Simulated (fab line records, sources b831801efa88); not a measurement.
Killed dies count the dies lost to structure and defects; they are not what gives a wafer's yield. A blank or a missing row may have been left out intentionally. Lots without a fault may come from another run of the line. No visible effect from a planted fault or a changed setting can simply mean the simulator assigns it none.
Which of the tools did it? :: flow sky130 :: Sampling: 12 lots, 36 wafers, 5 of 708 route steps

WHAT THE GAUGES SHOWED, per wafer
SKY_VT_ADJUST_HVTP_OVL_MEAS_08. Usual: VT_ADJUST_HVTP_OVL typically reads -0.3 nm, with standard deviation 1.2.
lot: L633
measured: day 6 08:58
on: overlay-02
VT_ADJUST_HVTP_OVL (nm): 3.1 1.8 1.3
flag: 

lot: L637
measured: day 7 10:17
on: overlay-02
VT_ADJUST_HVTP_OVL (nm): -2.1 -1.0 -1.8
flag: 

lot: L639
measured: day 8 02:40
on: overlay-02
VT_ADJUST_HVTP_OVL (nm): 1.6 2.1 1.1
flag: 

lot: L640
measured: day 8 05:24
on: overlay-01
VT_ADJUST_HVTP_OVL (nm): -0.9 0.9 -0.6
flag: 

lot: L643
measured: day 9 00:28
on: overlay-01
VT_ADJUST_HVTP_OVL (nm): -0.7 0.5 -2.7
flag: 

lot: L647
measured: day 9 23:22
on: overlay-01
VT_ADJUST_HVTP_OVL (nm): -0.3 0.0 0.4
flag: 

lot: L648
measured: day 10 04:11
on: overlay-01
VT_ADJUST_HVTP_OVL (nm): -0.9 -1.0 -0.4
flag: 

lot: L649
measured: day 10 10:49
on: overlay-02
VT_ADJUST_HVTP_OVL (nm): 0.7 0.5 -0.2
flag: 

lot: L651
measured: day 11 03:43
on: overlay-02
VT_ADJUST_HVTP_OVL (nm): -3.1 -0.1 -0.6
flag: 

lot: L652
measured: day 11 07:46
on: overlay-01
VT_ADJUST_HVTP_OVL (nm): -0.6 0.0 1.5
flag: 

lot: L653
measured: day 11 16:22
on: overlay-02
VT_ADJUST_HVTP_OVL (nm): -1.6 -0.5 0.6
flag: 

lot: L655
measured: day 12 06:27
on: overlay-01
VT_ADJUST_HVTP_OVL (nm): -1.1 -2.3 -0.9
flag: 

SKY_SONOS_ONO_THK_MEAS_01. Usual: SONOS_ONO_OXIDATION_THK typically reads 2.61 nm, with standard deviation 0.061.
lot: L633
measured: day 11 20:05
on: film metro-02
SONOS_ONO_OXIDATION_THK (nm): 2.55 2.48 2.54
flag: 

lot: L637
measured: day 13 05:16
on: film metro-04
SONOS_ONO_OXIDATION_THK (nm): 2.56 2.52 2.65
flag: 

lot: L639
measured: day 14 03:14
on: film metro-04
SONOS_ONO_OXIDATION_THK (nm): 2.63 2.62 2.55
flag: 

lot: L640
measured: day 14 10:14
on: film metro-03
SONOS_ONO_OXIDATION_THK (nm): 2.67 2.69 2.72
flag: 

lot: L643
measured: day 15 04:14
on: film metro-03
SONOS_ONO_OXIDATION_THK (nm): 2.66 2.66 2.66
flag: 

lot: L647
measured: day 16 09:06
on: film metro-04
SONOS_ONO_OXIDATION_THK (nm): 2.56 2.56 2.67
flag: 

lot: L648
measured: day 16 17:13
on: film metro-02
SONOS_ONO_OXIDATION_THK (nm): 2.66 2.63 2.58
flag: 

lot: L649
measured: day 17 00:49
on: film metro-03
SONOS_ONO_OXIDATION_THK (nm): 2.63 2.58 2.58
flag: 

lot: L651
measured: day 17 22:37
on: film metro-04
SONOS_ONO_OXIDATION_THK (nm): 2.65 2.60 2.66
flag: 

lot: L652
measured: day 18 02:14
on: film metro-02
SONOS_ONO_OXIDATION_THK (nm): 2.68 2.71 2.74
flag: 

lot: L653
measured: day 18 13:32
on: film metro-04
SONOS_ONO_OXIDATION_THK (nm): 2.57 2.56 2.62
flag: 

lot: L655
measured: day 19 06:41
on: film metro-04
SONOS_ONO_OXIDATION_THK (nm): 2.60 2.63 2.61
flag: 

SKY_GATE_OXIDE_TW_MEAS_14. Usual: GATE_OXIDE_TW typically reads 222.5, with standard deviation 2.3.
lot: L633
measured: day 14 03:26
on: film metro-03
GATE_OXIDE_TW: 221.0 221.7 218.9
flag: 

lot: L637
measured: day 15 17:42
on: film metro-03
GATE_OXIDE_TW: 355.2 355.8 359.0
flag: OFF

lot: L639
measured: day 16 14:31
on: film metro-04
GATE_OXIDE_TW: 361.6 357.9 358.6
flag: OFF

lot: L640
measured: day 16 22:29
on: film metro-01
GATE_OXIDE_TW: 366.4 363.6 364.4
flag: OFF

lot: L643
measured: day 17 21:05
on: film metro-01
GATE_OXIDE_TW: 222.4 222.7 222.8
flag: 

lot: L647
measured: day 19 03:05
on: film metro-03
GATE_OXIDE_TW: 218.9 218.6 219.0
flag: 

lot: L648
measured: day 19 11:35
on: film metro-01
GATE_OXIDE_TW: 225.1 224.8 225.1
flag: 

lot: L649
measured: day 19 17:38
on: film metro-01
GATE_OXIDE_TW: 225.1 224.0 223.3
flag: 

lot: L651
measured: day 20 18:32
on: film metro-04
GATE_OXIDE_TW: 220.7 221.1 221.1
flag: 

lot: L652
measured: day 20 21:53
on: film metro-04
GATE_OXIDE_TW: 220.1 220.1 220.7
flag: 

lot: L653
measured: day 21 11:41
on: film metro-03
GATE_OXIDE_TW: 220.6 219.8 219.5
flag: 

lot: L655
measured: day 22 01:02
on: film metro-01
GATE_OXIDE_TW: 223.8 225.2 223.8
flag: 

TOOL THAT RAN EACH LOT (tool first, then ch and the chambers of the sampled wafers, then the start)
lot: L633
SKY_FIELD_ISO_ETCH_17: rie si-02 ch 2,3, day 2 10:27
SKY_GATE_OXIDE_IMPLANT_11: implanter-02 ch 0, day 14 03:07

lot: L637
SKY_FIELD_ISO_ETCH_17: rie si-02 ch 0,2, day 3 09:10
SKY_GATE_OXIDE_IMPLANT_11: implanter-02 ch 0, day 15 17:23

lot: L639
SKY_FIELD_ISO_ETCH_17: rie si-01 ch 0,1,3, day 3 20:25
SKY_GATE_OXIDE_IMPLANT_11: implanter-02 ch 0, day 16 14:11

lot: L640
SKY_FIELD_ISO_ETCH_17: rie si-02 ch 0,1,3, day 3 23:48
SKY_GATE_OXIDE_IMPLANT_11: implanter-02 ch 0, day 16 22:08

lot: L643
SKY_FIELD_ISO_ETCH_17: rie si-01 ch 0,1,3, day 4 14:52
SKY_GATE_OXIDE_IMPLANT_11: implanter-03 ch 0, day 17 20:46

lot: L647
SKY_FIELD_ISO_ETCH_17: rie si-01 ch 0,2,3, day 5 11:28
SKY_GATE_OXIDE_IMPLANT_11: implanter-02 ch 0, day 19 02:44

lot: L648
SKY_FIELD_ISO_ETCH_17: rie si-02 ch 0,1,2, day 5 15:15
SKY_GATE_OXIDE_IMPLANT_11: implanter-02 ch 0, day 19 11:16

lot: L649
SKY_FIELD_ISO_ETCH_17: rie si-02 ch 1,2,3, day 5 20:19
SKY_GATE_OXIDE_IMPLANT_11: implanter-01 ch 0, day 19 17:17

lot: L651
SKY_FIELD_ISO_ETCH_17: rie si-01 ch 0,2,3, day 6 08:52
SKY_GATE_OXIDE_IMPLANT_11: implanter-02 ch 0, day 20 18:11

lot: L652
SKY_FIELD_ISO_ETCH_17: rie si-01 ch 0,1, day 6 14:00
SKY_GATE_OXIDE_IMPLANT_11: implanter-02 ch 0, day 20 21:34

lot: L653
SKY_FIELD_ISO_ETCH_17: rie si-02 ch 2,3, day 6 19:12
SKY_GATE_OXIDE_IMPLANT_11: implanter-02 ch 0, day 21 11:20

lot: L655
SKY_FIELD_ISO_ETCH_17: rie si-02 ch 1,2, day 7 06:28
SKY_GATE_OXIDE_IMPLANT_11: implanter-02 ch 0, day 22 00:41
- SKY_FIELD_ISO_ETCH_17: etches Si in HBr/Cl2/O2, target depth 342 nm, time 97.7 s.
- SKY_GATE_OXIDE_IMPLANT_11

AS READ BY THE TOOLS THEMSELVES (means over the sampled wafers that have a number; for cases with no such wafer, the mark the record gives instead)
SKY_FIELD_ISO_ETCH_17. Usual: drypump motor current A 5.8 A, standard deviation 0.41; oes product au 0.998 a.u., standard deviation 0.014; rf fwd power W 596.4 W, standard deviation 2; throttle valve pct 25.657 %, standard deviation 0.013.
lot: L633
tool: rie si-02
drypump motor current A (A): 5.4
oes product au (a.u.): 0.991
rf fwd power W (W): 598.5
throttle valve pct (%): 25.659
flag: 

lot: L637
tool: rie si-02
drypump motor current A (A): 5.9
oes product au (a.u.): 0.993
rf fwd power W (W): 597.9
throttle valve pct (%): 25.661
flag: 

lot: L639
tool: rie si-01
drypump motor current A (A): 6.0
oes product au (a.u.): 1.001
rf fwd power W (W): 596.9
throttle valve pct (%): 25.654
flag: 

lot: L640
tool: rie si-02
drypump motor current A (A): 5.3
oes product au (a.u.): 0.996
rf fwd power W (W): 597.2
throttle valve pct (%): 25.662
flag: 

lot: L643
tool: rie si-01
drypump motor current A (A): 6.0
oes product au (a.u.): 0.999
rf fwd power W (W): 597.0
throttle valve pct (%): 25.654
flag: 

lot: L647
tool: rie si-01
drypump motor current A (A): 5.8
oes product au (a.u.): 0.999
rf fwd power W (W): 595.3
throttle valve pct (%): 25.662
flag: 

lot: L648
tool: rie si-02
drypump motor current A (A): 5.6
oes product au (a.u.): 0.993
rf fwd power W (W): 595.4
throttle valve pct (%): 25.666
flag: 

lot: L649
tool: rie si-02
drypump motor current A (A): 5.4
oes product au (a.u.): 0.985
rf fwd power W (W): 593.5
throttle valve pct (%): 25.664
flag: 

lot: L651
tool: rie si-01
drypump motor current A (A): 5.9
oes product au (a.u.): 0.994
rf fwd power W (W): 596.8
throttle valve pct (%): 25.660
flag: 

lot: L652
tool: rie si-01
drypump motor current A (A): 6.0
oes product au (a.u.): 1.006
rf fwd power W (W): 595.4
throttle valve pct (%): 25.645
flag: 

lot: L653
tool: rie si-02
drypump motor current A (A): 5.4
oes product au (a.u.): 0.986
rf fwd power W (W): 597.1
throttle valve pct (%): 25.652
flag: 

lot: L655
tool: rie si-02
drypump motor current A (A): 5.7
oes product au (a.u.): 0.982
rf fwd power W (W): 595.7
throttle valve pct (%): 25.677
flag: 

SKY_GATE_OXIDE_IMPLANT_11. Usual: dose ions cm2 2.5997e+12, standard deviation 2.7e+09; faraday current uA 14.68, standard deviation 0.3.
lot: L633
tool: implanter-02
dose ions cm2: 2.5979e+12
faraday current uA: 14.71
flag: 

lot: L637
tool: implanter-02
dose ions cm2: 1.3257e+13
faraday current uA: 74.76
flag: OFF

lot: L639
tool: implanter-02
dose ions cm2: 1.3259e+13
faraday current uA: 75.39
flag: OFF

lot: L640
tool: implanter-02
dose ions cm2: 1.3258e+13
faraday current uA: 75.58
flag: OFF

lot: L643
tool: implanter-03
dose ions cm2: 2.5985e+12
faraday current uA: 14.55
flag: 

lot: L647
tool: implanter-02
dose ions cm2: 2.6013e+12
faraday current uA: 14.65
flag: 

lot: L648
tool: implanter-02
dose ions cm2: 2.6014e+12
faraday current uA: 14.90
flag: 

lot: L649
tool: implanter-01
dose ions cm2: 2.6010e+12
faraday current uA: 14.62
flag: 

lot: L651
tool: implanter-02
dose ions cm2: 2.5943e+12
faraday current uA: 14.77
flag: 

lot: L652
tool: implanter-02
dose ions cm2: 2.6003e+12
faraday current uA: 14.49
flag: 

lot: L653
tool: implanter-02
dose ions cm2: 2.5988e+12
faraday current uA: 14.56
flag: 

lot: L655
tool: implanter-02
dose ions cm2: 2.5982e+12
faraday current uA: 15.03
flag: 

THE ANSWER, worked out from the rows above alone
Rule: lot off if the mean of its wafers having a number is beyond 3 standard deviations from the usual mean. A lot without any number at a reading at which 4 lots or more have one is off too. Where the step has rows for the other lots, those lots are counted as sound. Order of review: gauges by route order, followed by the tools' own readings, for which a lot's mean as printed above is used. The first step at which some lot is off is used, and at that step the reading that is off furthest; a lot without a number counts as furthest.
Off: at SKY_GATE_OXIDE_TW_MEAS_14 (GATE_OXIDE_TW), L637, L639, L640.
A tool fits if, at a process step before that reading, it ran every lot that is off, and no sound lot after the first of them. The gauges at SKY_GATE_OXIDE_TW_MEAS_14 aren't tried: what is off there is off at SKY_GATE_OXIDE_IMPLANT_11 too, on other tools, and a gauge's error can't cause that. Not one of the candidates tried fits.

WHAT HAD BEEN PUT IN BY THE SIMULATOR
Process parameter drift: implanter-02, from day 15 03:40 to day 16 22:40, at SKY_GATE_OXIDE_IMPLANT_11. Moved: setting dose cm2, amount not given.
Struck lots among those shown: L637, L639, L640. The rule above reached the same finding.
